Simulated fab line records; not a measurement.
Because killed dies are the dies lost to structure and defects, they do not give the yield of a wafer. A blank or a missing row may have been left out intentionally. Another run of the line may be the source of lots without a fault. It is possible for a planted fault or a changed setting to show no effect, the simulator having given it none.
fab line records	flow sky130
record: lots: 12	wafers: 34	last-day: 51
route steps=708 shown VT_ADJUST_HVTP@95 VT_ADJUST_LVTN@106 SD_P@329 PAD_OPEN@708
lots that met no fault: from a run of the same line without faults
start-h: start of the lot's first displayed wafer, in hours after the record's first day	wait-h: hours since the lot's step before	" repeats the value in the row above	L1.1+2: a single row standing in for several wafers	- no value, or no start given	* or withheld: withheld	< > ~ a bound
route shown NAME@n: NAME is a module with steps in the file, n the number in the route of the first one	usual: mean/standard deviation of fault-free wafers	same: alike in all rows	chamber/n: place in a boat	sites: readings site by site	_std_site: the standard deviation of these	_edge_site: the outer-site mean with the inner-site mean subtracted	radius-mm: for every site, how far away it sits from the centre of the wafer	mask NAME#n: copy n	behind: tool/chamber where the wafer was last shaped	hold: cause of the lot's hold/its duration in hours/its outcome	device: transistor that didn't switch, given as n, p or np	end of line: the tests these same wafers got at the end of their route	a step without rows: its recipe alone	killed: dies lost to structure and defects at the first sort, not the wafer's yield	map: dies across one wafer; x = killed, . = not, _ = none there
set.NAME: the run value of the setting; set.NAME@STEP: its run value at that earlier step	model.NAME: the simulator's own value behind a step, which no gauge read
one table for each step of the route and one row for each wafer, over a sample of lots
services: the hour from which a tool's chamber was out of use, counted from the record's first day as start-h (under 0 if before that day), plus the number of hours and why
== steps ==
step: SKY_VT_ADJUST_HVTP_STRIP_10
recipe: chemistry: O2/N2	power-w: 1400	pressure-mtorr: 1500	platen-temp-c: withheld	o2-flow-sccm: 3000	n2-flow-sccm: 300	overash-fraction: 0.5
usual: drypump-motor-current-A: 5.6/0.5	oes-product-au: 0.715/0.0042	strip-time-to-endpoint-s: 14.16/0.043
lot.wafer	tool	chamber	start-h	wait-h	drypump-motor-current-A	oes-product-au	rf-hours-counter-h	strip-time-to-endpoint-s
L272.1	plasma-asher-04	1	128.61	0.1	5.1	0.714	45	14.25
L272.4	"	0	"	"	5.2	0.718	-	14.22
L272.5	"	0	"	"	5.2	0.712	-	14.25
L274.1	plasma-asher-04	1	142.34	0.1	5.1	0.708	47	14.21
L274.2	"	0	"	"	5.2	0.710	47	14.20
L274.5	"	1	"	"	5.1	0.713	-	14.16
L275.1	plasma-asher-01	0	151.19	0.1	5.3	0.707	3	14.12
L275.3	"	0	"	"	5.3	0.705	-	14.09
L275.5	"	1	"	"	6.2	0.708	-	14.15
L277.2	plasma-asher-01	1	159.09	0.1	6.2	0.711	4	14.16
L277.3	"	1	"	"	6.2	0.714	-	14.13
L277.4	"	0	"	"	5.3	0.710	-	14.13
L278.2	plasma-asher-01	1	167.30	0.1	6.2	0.718	5	14.15
L278.3	"	0	"	"	5.3	0.713	-	14.12
L278.6	"	1	"	"	6.1	0.713	-	14.13
L279.2	plasma-asher-01	1	172.65	0.1	6.2	0.716	5	14.19
L279.3	"	1	"	"	6.1	0.716	-	14.19
L279.4	"	0	"	"	5.3	0.714	-	14.21
L280.1	plasma-asher-01	0	178.94	0.1	5.3	0.713	6	14.15
L280.4	"	0	"	"	5.3	0.713	-	14.19
L280.6	"	1	"	"	6.1	0.720	-	14.19
L284.1	plasma-asher-01	0	202.09	0.1	5.3	0.711	8	14.21
L284.5	"	0	"	"	5.3	0.711	-	14.19
L287.1	plasma-asher-04	1	219.74	0.1	5.0	0.715	54	14.24
L287.4	"	1	"	"	5.1	0.706	-	14.19
L291.1	plasma-asher-02	0	247.46	0.1	6.3	0.716	55	14.16
L291.3	"	0	"	"	6.3	0.715	-	14.11
L291.6	"	0	"	"	6.3	0.709	-	14.20
L293.2	plasma-asher-02	1	261.30	0.1	5.1	0.713	57	14.18
L293.4	"	0	"	"	6.2	0.713	-	14.17
L293.5	"	1	"	"	5.1	0.720	-	14.15
L294.1	plasma-asher-02	0	285.25	0.1	6.3	0.713	59	14.16
L294.3	"	0	"	"	6.3	0.715	-	14.17
L294.6	"	0	"	"	6.3	0.723	-	14.19
step: SKY_VT_ADJUST_LVTN_STRIP_09
recipe: chemistry: O2/N2	power-w: 1400	pressure-mtorr: 1500	platen-temp-c: withheld	o2-flow-sccm: 3000	n2-flow-sccm: 300	overash-fraction: 0.5
usual: drypump-motor-current-A: 5.5/0.45	oes-product-au: 0.722/0.005	strip-time-to-endpoint-s: 36.92/0.097
lot.wafer	tool	chamber	start-h	wait-h	drypump-motor-current-A	oes-product-au	rf-hours-counter-h	strip-time-to-endpoint-s
L272.1	plasma-asher-02	0	147.98	0.1	6.3	0.719	46	36.97
L272.4	"	1	"	"	5.1	0.718	-	37.01
L272.5	"	0	"	"	6.2	0.724	-	37.01
L274.1	plasma-asher-04	0	162.37	0.1	5.2	0.722	49	36.87
L274.2	"	1	"	"	5.1	0.717	49	37.05
L274.5	"	1	"	"	5.1	0.717	-	36.85
L275.1	plasma-asher-04	0	170.12	0.1	5.2	0.721	50	36.82
L275.3	"	1	"	"	5.1	0.719	-	36.85
L275.5	"	0	"	"	5.3	0.718	-	36.85
L277.2	plasma-asher-04	1	178.52	0.1	5.1	0.720	51	36.98
L277.3	"	0	"	"	5.3	0.717	-	36.87
L277.4	"	1	"	"	5.1	0.717	-	36.92
L278.2	plasma-asher-02	0	186.67	0.1	6.3	0.719	49	36.85
L278.3	"	1	"	"	5.1	0.732	-	36.98
L278.6	"	1	"	"	5.1	0.724	-	36.90
L279.2	plasma-asher-02	1	193.87	0.1	5.1	0.722	50	36.70
L279.3	"	0	"	"	6.2	0.725	-	36.67
L279.4	"	1	"	"	5.1	0.715	-	36.80
L280.1	plasma-asher-04	1	200.23	0.1	5.1	0.719	53	36.96
L280.4	"	0	"	"	5.2	0.724	-	36.83
L280.6	"	0	"	"	5.2	0.725	-	36.97
L284.1	plasma-asher-04	0	224.27	0.1	5.3	0.725	55	37.01
L284.5	"	0	"	"	5.2	0.724	-	36.95
L287.1	plasma-asher-03	1	243.62	0.1	5.6	0.729	43	36.83
L287.4	"	0	"	"	5.7	0.721	-	36.95
L291.1	plasma-asher-02	1	270.52	0.1	5.1	0.716	58	36.97
L291.3	"	1	"	"	5.1	0.720	-	36.98
L291.6	"	1	"	"	5.1	0.716	-	36.86
L293.2	plasma-asher-02	0	285.72	0.1	6.3	0.725	59	36.71
L293.4	"	0	"	"	6.2	0.723	-	36.65
L293.5	"	1	"	"	5.1	0.720	-	36.76
L294.1	plasma-asher-03	0	310.82	0.1	5.7	0.726	49	36.93
L294.3	"	0	"	"	5.7	0.720	-	37.10
L294.6	"	1	"	"	5.6	0.721	-	37.17
step: SKY_VT_ADJUST_LVTN_TW_MEAS_10
usual: VT_ADJUST_LVTN_TW: 243.4/1.3
lot.wafer	tool	chamber	start-h	wait-h	VT_ADJUST_LVTN_TW
L272.1	film-metro-01	-	148.08	0.1	246.1
L272.4	"	-	"	"	244.4
L272.5	"	-	"	"	244.1
L274.1	film-metro-03	-	162.47	0.1	242.1
L274.2	"	-	"	"	241.1
L274.5	"	-	"	"	241.8
L275.1	film-metro-04	-	170.22	0.1	241.5
L275.3	"	-	"	"	242.9
L275.5	"	-	"	"	243.6
L277.2	film-metro-04	-	178.63	0.1	243.8
L277.3	"	-	"	"	242.5
L277.4	"	-	"	"	242.1
L278.2	film-metro-04	-	186.78	0.1	243.2
L278.3	"	-	"	"	243.3
L278.6	"	-	"	"	242.7
L279.2	film-metro-04	-	193.98	0.1	242.3
L279.3	"	-	"	"	243.8
L279.4	"	-	"	"	242.6
L280.1	film-metro-01	-	200.33	0.1	244.7
L280.4	"	-	"	"	243.2
L280.6	"	-	"	"	242.6
L284.1	film-metro-03	-	224.37	0.1	242.0
L284.5	"	-	"	"	241.9
L287.1	film-metro-03	-	243.72	0.1	242.7
L287.4	"	-	"	"	242.8
L291.1	film-metro-01	-	270.62	0.1	244.6
L291.3	"	-	"	"	245.4
L291.6	"	-	"	"	244.8
L293.2	film-metro-03	-	285.83	0.1	242.4
L293.4	"	-	"	"	242.8
L293.5	"	-	"	"	241.7
L294.1	film-metro-01	-	310.92	0.1	244.9
L294.3	"	-	"	"	245.2
L294.6	"	-	"	"	244.8
step: SKY_SD_P_IMPLANT_09
recipe: species: BF2	energy-kev: 20	dose-cm2: 3e+15	tilt-deg: 0
lot.wafer	tool	chamber	start-h	wait-h
L272.1+4+5	implanter-02	0	591.45	0.0
L274.1+2+5	implanter-02	0	613.36	0.0
L275.1+3+5	implanter-02	0	620.01	0.0
L277.2+3+4	implanter-02	0	638.38	0.0
L278.2+3+6	implanter-02	0	649.88	0.0
L279.2+3+4	implanter-02	0	656.63	0.0
L280.1+4+6	implanter-03	0	659.90	0.0
L284.1+5	implanter-03	0	697.44	0.0
L287.1+4	implanter-03	0	711.96	0.0
L291.1+3+6	implanter-01	0	746.13	0.0
L293.2+4+5	implanter-01	0	764.63	0.0
L294.1+3+6	implanter-01	0	799.50	0.0
step: SKY_SD_P_STRIP_10
recipe: chemistry: O2/N2	power-w: 1400	pressure-mtorr: 1500	platen-temp-c: withheld	o2-flow-sccm: 3000	n2-flow-sccm: 300	overash-fraction: 0.5
usual: drypump-motor-current-A: 5.6/0.36	oes-product-au: 0.617/0.0046	strip-time-to-endpoint-s: 17.50/0.041
lot.wafer	tool	chamber	start-h	wait-h	drypump-motor-current-A	oes-product-au	rf-hours-counter-h	strip-time-to-endpoint-s
L272.1	plasma-asher-04	1	591.60	0.1	5.1	0.626	16	17.53
L272.4	"	0	"	"	5.2	0.627	-	17.53
L272.5	"	0	"	"	5.3	0.607	-	17.53
L274.1	plasma-asher-03	0	613.51	0.1	5.7	0.621	80	17.58
L274.2	"	1	"	"	5.6	0.617	80	17.56
L274.5	"	0	"	"	5.7	0.616	-	17.57
L275.1	plasma-asher-01	0	620.16	0.1	5.3	0.620	50	17.42
L275.3	"	1	"	"	6.1	0.619	-	17.51
L275.5	"	1	"	"	6.2	0.615	-	17.42
L277.2	plasma-asher-03	1	638.50	0.1	5.6	0.616	83	17.50
L277.3	"	0	"	"	5.7	0.617	-	17.49
L277.4	"	1	"	"	5.6	0.619	-	17.48
L278.2	plasma-asher-01	1	650.01	0.1	6.2	0.611	52	17.48
L278.3	"	0	"	"	5.3	0.615	-	17.46
L278.6	"	0	"	"	5.3	0.616	-	17.49
L279.2	plasma-asher-01	1	656.76	0.1	6.2	0.625	53	17.48
L279.3	"	1	"	"	6.2	0.619	-	17.50
L279.4	"	0	"	"	5.3	0.617	-	17.53
L280.1	plasma-asher-01	0	660.05	0.1	5.3	0.615	53	17.52
L280.4	"	1	"	"	6.1	0.619	-	17.50
L280.6	"	1	"	"	6.1	0.612	-	17.59
L284.1	plasma-asher-03	0	697.59	0.1	5.7	0.617	89	17.10
L284.5	"	1	"	"	5.6	0.611	-	17.46
L287.1	plasma-asher-03	1	712.11	0.1	5.6	0.629	91	17.12
L287.4	"	0	"	"	5.7	0.620	-	17.52
L291.1	plasma-asher-01	0	746.28	0.1	5.3	0.610	63	17.47
L291.3	"	1	"	"	6.1	0.619	-	17.54
L291.6	"	1	"	"	6.2	0.621	-	17.53
L293.2	plasma-asher-01	1	764.76	0.1	6.1	0.621	64	17.50
L293.4	"	0	"	"	5.3	0.619	-	17.47
L293.5	"	1	"	"	6.2	0.626	-	17.52
L294.1	plasma-asher-03	0	799.65	0.1	5.7	0.621	99	17.48
L294.3	"	0	"	"	5.7	0.617	-	17.53
L294.6	"	0	"	"	5.7	0.613	-	17.44
step: SKY_SD_N_RS_MEAS_17
recipe: thk-meas-gauge: four-point-probe
usual: SD_P_RS: 147.0/0.3
lot.wafer	tool	chamber	start-h	wait-h	SD_P_RS[ohm/sq]
L272.1	film-metro-02	-	651.39	0.1	146.5
L272.4	"	-	"	"	146.6
L272.5	"	-	"	"	147.0
L274.1	film-metro-03	-	671.31	0.1	146.8
L274.2	"	-	"	"	147.0
L274.5	"	-	"	"	146.5
L275.1	film-metro-02	-	678.21	0.1	146.9
L275.3	"	-	"	"	146.6
L275.5	"	-	"	"	147.0
L277.2	film-metro-03	-	695.42	0.1	146.7
L277.3	"	-	"	"	146.9
L277.4	"	-	"	"	147.5
L278.2	film-metro-03	-	707.41	0.1	147.3
L278.3	"	-	"	"	147.0
L278.6	"	-	"	"	147.5
L279.2	film-metro-01	-	713.41	0.1	146.6
L279.3	"	-	"	"	147.0
L279.4	"	-	"	"	147.1
L280.1	film-metro-02	-	716.27	0.1	146.8
L280.4	"	-	"	"	147.0
L280.6	"	-	"	"	146.8
L284.1	film-metro-03	-	754.20	0.1	149.7
L284.5	"	-	"	"	147.0
L287.1	film-metro-02	-	766.95	0.1	149.9
L287.4	"	-	"	"	147.0
L291.1	film-metro-03	-	798.75	0.1	147.3
L291.3	"	-	"	"	147.0
L291.6	"	-	"	"	147.5
L293.2	film-metro-03	-	817.53	0.1	147.4
L293.4	"	-	"	"	147.2
L293.5	"	-	"	"	147.2
L294.1	film-metro-01	-	853.44	0.1	147.1
L294.3	"	-	"	"	146.6
L294.6	"	-	"	"	146.8
step: SKY_PAD_OPEN_PROBE_99
usual: killed_at_M0_to_M3: 43/6.5	killed_at_M4_up: 3.1/1.8	killed-at-contacts: 24/5.6	killed-at-front-end: 15/4.2	killed-at-other: 0.3/0.5	killed-dies: 86/8.9	killed-on-rim: 17/4.3	killed-open: 47/6.9	killed-short: 39/5.9
same: gross-dies: 492	killed-at-back-side: 0
lot.wafer	tool	chamber	start-h	wait-h	killed_at_M0_to_M3	killed_at_M4_up	killed-at-contacts	killed-at-front-end	killed-at-other	killed-dies	killed-on-rim	killed-open	killed-short
L279.2	prober-02	-	1124.46	0.1	41	7	16	16	1	81	18	45	36
L279.3	prober-02	-	1124.51	0.2	32	3	22	13	0	70	13	39	31
L279.4	prober-02	-	1124.56	0.2	37	4	15	10	1	67	12	40	27
L291.1	prober-02	-	1180.46	0.1	50	2	28	7	0	87	16	45	42
L291.3	prober-02	-	1180.56	0.2	51	2	26	13	0	92	18	52	40
L291.6	prober-02	-	1180.71	0.2	39	4	22	14	0	79	16	47	32
killed by level:class
L279.2 VIA1:geometric-particle:open=8 LI_CONTACT:geometric-particle:open=8 METAL1:geometric-particle:short=8 FIELD_ISO:geometric-particle:short=5 POLY_GATE:geometric-particle:open=5 VIA3:geometric-particle:open=5 METAL4:geometric-particle:short=5 CONTACT:geometric-particle:open=4
L279.3 VIA3:geometric-particle:open=8 LI_CONTACT:geometric-particle:open=7 VIA1:geometric-particle:open=7 CONTACT:geometric-particle:short=5 METAL2:geometric-particle:short=5 CONTACT:geometric-particle:open=4 LOCAL_INTERCONNECT:geometric-particle:short=4 FIELD_ISO:geometric-particle:short=3
L279.4 VIA1:geometric-particle:open=7 FIELD_ISO:geometric-particle:open=5 LI_CONTACT:geometric-particle:open=5 CONTACT:geometric-particle:open=5 VIA1:geometric-particle:short=5 VIA3:geometric-particle:open=5 METAL3:geometric-particle:short=5 LI_CONTACT:geometric-particle:short=3
L291.1 METAL2:geometric-particle:short=11 VIA3:geometric-particle:open=11 CONTACT:geometric-particle:open=10 VIA1:geometric-particle:open=10 LI_CONTACT:geometric-particle:open=8 FIELD_ISO:geometric-particle:short=4 LOCAL_INTERCONNECT:geometric-particle:short=4 VIA1:geometric-particle:short=4
L291.3 CONTACT:geometric-particle:open=9 VIA2:geometric-particle:open=9 METAL2:geometric-particle:short=8 METAL1:geometric-particle:short=8 VIA1:geometric-particle:open=8 LI_CONTACT:geometric-particle:open=7 LOCAL_INTERCONNECT:geometric-particle:short=5 VIA3:geometric-particle:open=5
L291.6 LI_CONTACT:geometric-particle:open=9 VIA1:geometric-particle:open=8 VIA2:geometric-particle:open=8 CONTACT:geometric-particle:open=6 VIA1:geometric-particle:short=5 VIA3:geometric-particle:open=5 POLY_GATE:geometric-particle:open=4 VIA3:geometric-particle:short=4
== services ==
tool	chamber	start-h	hours	kind
plasma-asher-04	-	104.83	1.2	repair
plasma-asher-01	-	108.75	9.0	pm
plasma-asher-03	-	134.59	2.8	pm
implanter-02	-	158.05	2.7	repair
plasma-asher-02	-	161.01	2.5	repair
plasma-asher-02	-	177.02	0.9	repair
implanter-02	-	206.39	3.0	pm
plasma-asher-04	-	207.25	3.2	repair
plasma-asher-03	-	296.06	5.4	repair
plasma-asher-02	-	298.87	1.3	repair
plasma-asher-04	-	337.42	14.6	pm
plasma-asher-02	-	389.29	1.5	repair
plasma-asher-04	-	421.25	9.0	pm
plasma-asher-02	-	437.96	3.0	pm
plasma-asher-02	-	444.37	4.4	repair
plasma-asher-02	-	469.78	2.8	pm
plasma-asher-02	-	489.08	8.1	repair
plasma-asher-01	-	562.07	1.5	repair
plasma-asher-02	-	618.76	0.7	repair
plasma-asher-01	-	636.05	6.1	repair
plasma-asher-04	-	672.66	10.0	pm
plasma-asher-04	-	690.14	21.0	repair
plasma-asher-01	-	694.85	2.8	pm
plasma-asher-02	-	733.80	9.0	pm
== key ==
first-sign: step: SKY_SD_P_STRIP_10	reading: strip-time-to-endpoint-s	direction: down	sigmas: 9.5	usual: *	struck: *
effect: step: SKY_SD_N_RS_MEAS_17	reading: SD_P_RS	direction: up	sigmas: 9.4	usual: 147.0	struck: 149.8
met-at SKY_SD_P_IMPLANT_09
struck-lots L284,L287
struck-wafers L284.1,L287.1
tester-left-out L284,L287
not-acting-at SKY_VT_ADJUST_HVTP_STRIP_10,SKY_VT_ADJUST_LVTN_STRIP_09,SKY_VT_ADJUST_LVTN_TW_MEAS_10
onset-between 659.90 697.44
fault: kind: process-parameter-drift	tool: implanter-03	chamber: -	onset-h: 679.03	steps: SKY_SD_P_IMPLANT_09	channel: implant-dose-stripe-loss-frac	offset: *	shape: step	end-h: 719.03	scope: struck-wafers-only
tester-left-out: of these lots the tester's yield and bins aren't shown, on N5 and GAA mostly nor the transistor test; their killed dies are dies lost to structure and defects alone, not to doping, threshold or leakage, so they don't give the yield
